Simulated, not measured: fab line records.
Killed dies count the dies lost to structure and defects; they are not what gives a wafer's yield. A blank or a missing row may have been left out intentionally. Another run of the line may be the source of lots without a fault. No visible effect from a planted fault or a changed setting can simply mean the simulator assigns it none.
The tool behind it: which one? | flow sky130 | 7 lots with 21 wafers sampled at 2 steps, on a route of 708 steps

WHAT THE GAUGES READ, wafer by wafer
SKY_LI_CONTACT_THK_MEAS_01.
lot  | measured     | on           | LI_CONTACT_HDPCVD_THK (nm)
L856 | day 28 22:02 | filmMetro-04 | 925 914 931
L859 | day 30 13:20 | filmMetro-03 | 930 926 927
L864 | day 32 03:10 | filmMetro-01 | 949 912 955
L866 | day 32 09:39 | filmMetro-04 | 919 925 910
L869 | day 33 11:55 | filmMetro-03 | 793 800 807
L872 | day 34 04:05 | filmMetro-01 | 801 790 812
L876 | day 35 09:19 | filmMetro-03 | 940 904 926

EACH LOT AND THE TOOL THAT RAN IT (in order: tool; ch and the chambers of the sampled wafers; start)
lot  | SKY_LI_CONTACT_HDPCVD_00
L856 | hdpcvd-02 ch 0,1,2, day 28 21:56
L859 | hdpcvd-02 ch 1,2, day 30 13:14
L864 | hdpcvd-02 ch 0,2, day 32 03:03
L866 | hdpcvd-01 ch 1,2, day 32 09:33
L869 | hdpcvd-02 ch 0,1,2, day 33 11:48
L872 | hdpcvd-02 ch 0,1, day 34 03:58
L876 | hdpcvd-01 ch 0,2, day 35 09:13
- SKY_LI_CONTACT_HDPCVD_00: deposits PSG, target thk 930 nm, time 155 s.

THE ANSWER, worked out from the rows above alone
Rule: the usual values come from the lots themselves. Put in order of their means at a reading, lots are off if they are a third of the lots or fewer, leave a main group of 4 or more, and stand apart from it by a gap of 3 or more times the standard deviation of the main group's means; of several such gaps the widest counts. The tables above print the reading to a certain number of digits; a main group whose means all agree to those digits is not used. Also off: a lot with no number at a reading for which 4 or more lots have one. Any other lot the step has rows for is counted as sound.
Off: at SKY_LI_CONTACT_THK_MEAS_01 (LI_CONTACT_HDPCVD_THK), L869, L872. The main group: mean 926 nm, standard deviation 6.9.
A tool fits if, at a process step before that reading, it ran every lot that is off, and no sound lot after the first of them. Gauges at SKY_LI_CONTACT_THK_MEAS_01: tried the same way as those tools. One candidate fits, namely hdpcvd-02 at SKY_LI_CONTACT_HDPCVD_00. A fault onset in the window from L864 (day 32 03:03, its last sound lot) to L869 (day 33 11:48, its first lot off) fits.

WHAT THE SIMULATOR HAD INSERTED
Site profile drift: hdpcvd-02, from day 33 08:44 on, at SKY_LI_CONTACT_HDPCVD_00. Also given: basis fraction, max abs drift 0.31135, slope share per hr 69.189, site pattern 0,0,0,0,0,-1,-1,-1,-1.
Shown lots that were struck: L869, L872. The rule above reached the same finding.
